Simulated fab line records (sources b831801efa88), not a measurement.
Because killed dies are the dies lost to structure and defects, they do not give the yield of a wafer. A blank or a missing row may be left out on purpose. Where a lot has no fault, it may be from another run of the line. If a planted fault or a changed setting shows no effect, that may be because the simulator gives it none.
The tool behind it: which one? + flow gf180mcu + 13 lots, 39 wafers sampled, at 5 steps of a route of 602

== WHAT EACH GAUGE READ, for each wafer ==
GF_PSD_TW_MEAS_11.
| lot  | measured     | on            | PSD_TW         |
|------|--------------|---------------|----------------|
| L652 | day 14 19:29 | film metro-02 | 3184 3196 3186 |
| L653 | day 14 22:35 | film metro-02 | 3205 3193 3194 |
| L654 | day 15 03:41 | film metro-04 | 3131 3118 3131 |
| L656 | day 15 22:48 | film metro-02 | 3175 3170 3169 |
| L657 | day 16 15:04 | film metro-04 | 29 29 29       |
| L658 | day 16 19:23 | film metro-02 | 3196 3167 3194 |
| L659 | day 17 00:22 | film metro-04 | 3132 3140 3145 |
| L668 | day 20 06:03 | film metro-02 | 3183 3186 3200 |
| L669 | day 21 00:41 | film metro-04 | 3139 3137 3132 |
| L670 | day 21 08:02 | film metro-02 | 3189 3172 3185 |
| L672 | day 21 14:17 | film metro-02 | 3155 3172 3170 |
| L673 | day 22 04:05 | film metro-02 | 3183 3183 3186 |
| L674 | day 22 07:32 | film metro-03 | 3182 3208 3199 |

GF_CONTACT_THK_MEAS_26: measures by xrf.
| lot  | measured     | on            | CONTACT_W_THK (nm) |
|------|--------------|---------------|--------------------|
| L652 | day 16 18:37 | film metro-03 | 286 285 283        |
| L653 | day 16 22:10 | film metro-04 | 283 283 280        |
| L654 | day 17 04:04 | film metro-04 | 284 280 286        |
| L656 | day 17 22:57 | film metro-04 | 283 278 277        |
| L657 | day 18 16:23 | film metro-04 | 286 283 287        |
| L658 | day 18 21:23 | film metro-01 | 278 278 284        |
| L659 | day 19 02:41 | film metro-03 | 279 282 279        |
| L668 | day 22 09:19 | film metro-04 | 281 281 282        |
| L669 | day 23 02:16 | film metro-03 | 277 274 276        |
| L670 | day 23 09:34 | film metro-03 | 279 275 275        |
| L672 | day 23 14:43 | film metro-01 | 283 286 287        |
| L673 | day 24 04:16 | film metro-03 | 280 278 284        |
| L674 | day 24 07:55 | film metro-01 | 286 284 283        |

== EACH LOT AND THE TOOL THAT RAN IT (in order: tool; ch and the chambers of the sampled wafers; start) ==
| lot  | GF_NSD_STRIP_11                      | GF_PSD_STRIP_10                      | GF_CONTACT_CMP_04             |
|------|--------------------------------------|--------------------------------------|-------------------------------|
| L652 | plasma asher-03 ch 0,1, day 13 22:20 | plasma asher-02 ch 0,1, day 14 19:23 | cmp-01 ch 0,2, day 15 18:26   |
| L653 | plasma asher-03 ch 0,1, day 14 01:23 | plasma asher-04 ch 1, day 14 22:29   | cmp-01 ch 0,1, day 15 22:31   |
| L654 | plasma asher-01 ch 0,1, day 14 05:38 | plasma asher-01 ch 0,1, day 15 03:35 | cmp-02 ch 1,2,3, day 16 03:33 |
| L656 | plasma asher-01 ch 0,1, day 15 01:13 | plasma asher-01 ch 0,1, day 15 22:43 | cmp-01 ch 1,2,3, day 16 23:14 |
| L657 | plasma asher-01 ch 0,1, day 15 17:10 | plasma asher-04 ch 0,1, day 16 14:59 | cmp-02 ch 1,2,3, day 17 15:38 |
| L658 | plasma asher-03 ch 0,1, day 15 20:56 | plasma asher-02 ch 1, day 16 19:17   | cmp-01 ch 1,2, day 17 20:11   |
| L659 | plasma asher-03 ch 0,1, day 16 01:13 | plasma asher-04 ch 0,1, day 17 00:17 | cmp-01 ch 1,2, day 18 01:05   |
| L668 | plasma asher-01 ch 0,1, day 19 06:06 | plasma asher-02 ch 1, day 20 05:56   | cmp-01 ch 0,2, day 21 08:06   |
| L669 | plasma asher-01 ch 0,1, day 20 00:06 | plasma asher-04 ch 0,1, day 21 00:35 | cmp-01 ch 1,2,3, day 22 01:55 |
| L670 | plasma asher-03 ch 0,1, day 20 07:32 | plasma asher-01 ch 0,1, day 21 07:56 | cmp-02 ch 0,3, day 22 09:24   |
| L672 | plasma asher-01 ch 0,1, day 20 14:44 | plasma asher-02 ch 0,1, day 21 14:11 | cmp-02 ch 0,2,3, day 22 14:42 |
| L673 | plasma asher-01 ch 0,1, day 21 04:17 | plasma asher-02 ch 0,1, day 22 03:59 | cmp-02 ch 0,1,3, day 23 04:38 |
| L674 | plasma asher-03 ch 0,1, day 21 07:59 | plasma asher-01 ch 0,1, day 22 07:26 | cmp-02 ch 1,2,3, day 23 08:11 |
- GF_NSD_STRIP_11: strips in O2/N2.
- GF_PSD_STRIP_10: strips in O2/N2.
- GF_CONTACT_CMP_04: polishes SiO2.

== WHAT THE TOOLS THEMSELVES READ (means of the sampled wafers that have a number; where no wafer has one, the mark that the record gives instead) ==
GF_NSD_STRIP_11.
| lot  | tool            | chamber pressure mTorr (mTorr) | drypump motor current A (A) | heater power w (W) | oes product au (a.u.) | strip time to endpoint s (s) |
|------|-----------------|--------------------------------|-----------------------------|--------------------|-----------------------|------------------------------|
| L652 | plasma asher-03 | 1499.6                         | 5.5                         | 316                | 0.488                 | 22.926                       |
| L653 | plasma asher-03 | 1499.8                         | 5.5                         | 317                | 0.487                 | 22.966                       |
| L654 | plasma asher-01 | 1500.0                         | 6.5                         | 333                | 0.481                 | 22.929                       |
| L656 | plasma asher-01 | 1499.8                         | 6.5                         | 340                | 0.483                 | 22.969                       |
| L657 | plasma asher-01 | 1501.0                         | 6.5                         | 333                | 0.306                 | -                            |
| L658 | plasma asher-03 | 1499.8                         | 5.5                         | 321                | 0.487                 | 22.923                       |
| L659 | plasma asher-03 | 1499.6                         | 5.5                         | 318                | 0.489                 | 22.950                       |
| L668 | plasma asher-01 | 1499.3                         | 6.3                         | 343                | 0.488                 | 22.955                       |
| L669 | plasma asher-01 | 1500.3                         | 6.5                         | 339                | 0.484                 | 22.951                       |
| L670 | plasma asher-03 | 1498.9                         | 5.5                         | 319                | 0.479                 | 22.944                       |
| L672 | plasma asher-01 | 1499.9                         | 6.3                         | 338                | 0.487                 | 22.943                       |
| L673 | plasma asher-01 | 1499.4                         | 6.5                         | 338                | 0.488                 | 22.945                       |
| L674 | plasma asher-03 | 1499.0                         | 5.5                         | 315                | 0.483                 | 22.954                       |

GF_PSD_STRIP_10.
| lot  | tool            | chamber pressure mTorr (mTorr) | drypump motor current A (A) | heater power w (W) | oes product au (a.u.) | strip time to endpoint s (s) |
|------|-----------------|--------------------------------|-----------------------------|--------------------|-----------------------|------------------------------|
| L652 | plasma asher-02 | 1499.4                         | 5.7                         | 402                | 0.593                 | 16.502                       |
| L653 | plasma asher-04 | 1499.8                         | 6.6                         | 349                | 0.588                 | 16.511                       |
| L654 | plasma asher-01 | 1499.3                         | 6.5                         | 335                | 0.596                 | 16.516                       |
| L656 | plasma asher-01 | 1500.9                         | 6.5                         | 336                | 0.594                 | 16.504                       |
| L657 | plasma asher-04 | 1500.4                         | 6.5                         | 348                | 0.644                 | 26.999                       |
| L658 | plasma asher-02 | 1499.3                         | 5.8                         | 419                | 0.593                 | 16.551                       |
| L659 | plasma asher-04 | 1500.0                         | 6.5                         | 349                | 0.590                 | 16.543                       |
| L668 | plasma asher-02 | 1498.9                         | 5.8                         | 411                | 0.590                 | 16.483                       |
| L669 | plasma asher-04 | 1499.9                         | 6.4                         | 342                | 0.590                 | 16.514                       |
| L670 | plasma asher-01 | 1499.7                         | 6.5                         | 338                | 0.595                 | 16.549                       |
| L672 | plasma asher-02 | 1500.8                         | 5.7                         | 395                | 0.596                 | 16.546                       |
| L673 | plasma asher-02 | 1501.5                         | 5.7                         | 404                | 0.589                 | 16.485                       |
| L674 | plasma asher-01 | 1499.1                         | 6.5                         | 338                | 0.590                 | 16.491                       |

GF_CONTACT_CMP_04.
| lot  | tool   | motor current A (A) | time to endpoint s (s) |
|------|--------|---------------------|------------------------|
| L652 | cmp-01 | 12.6                | 108                    |
| L653 | cmp-01 | 11.3                | 112                    |
| L654 | cmp-02 | 12.1                | 114                    |
| L656 | cmp-01 | 11.9                | 113                    |
| L657 | cmp-02 | 11.7                | 114                    |
| L658 | cmp-01 | 12.1                | 111                    |
| L659 | cmp-01 | 12.1                | 119                    |
| L668 | cmp-01 | 12.1                | 112                    |
| L669 | cmp-01 | 11.7                | 102                    |
| L670 | cmp-02 | 13.2                | 114                    |
| L672 | cmp-02 | 12.1                | 110                    |
| L673 | cmp-02 | 13.3                | 107                    |
| L674 | cmp-02 | 12.6                | 110                    |

== THE ANSWER, worked out from the rows above alone ==
Rule: usual is defined by the lots themselves. The widest of any qualifying gaps counts: lots, ordered by their means at a reading, are off when they make up no more than a third of the lots, leave a main group of 4 or more, and stand apart from it by 3 or more times the standard deviation of that group's means. The tables above print the reading to a certain number of digits; a main group whose means all agree to those digits is not used. Also off: a lot with no number at a reading for which 4 or more lots have one. Where the step has rows for the other lots, those lots are counted as sound. After the gauges, taken in route order, come the tools' own readings; for these a lot's mean is taken, as printed above. At the first step where some lot is off, the reading lying furthest off is the one used; lots without a number count as furthest.
Off: L657, at GF_PSD_TW_MEAS_11 (PSD_TW). For the main group the mean is 3172 and the standard deviation 24.
If a tool, at a process step before that reading, ran all the lots that are off and no sound lot after the first of them, it fits. Not tried: the gauges at GF_PSD_TW_MEAS_11; whatever is off there is also off at GF_NSD_STRIP_11, on other tools, and gauge error can't account for it. None of those tried fits.

== WHAT THE SIMULATOR HAD PUT IN ==
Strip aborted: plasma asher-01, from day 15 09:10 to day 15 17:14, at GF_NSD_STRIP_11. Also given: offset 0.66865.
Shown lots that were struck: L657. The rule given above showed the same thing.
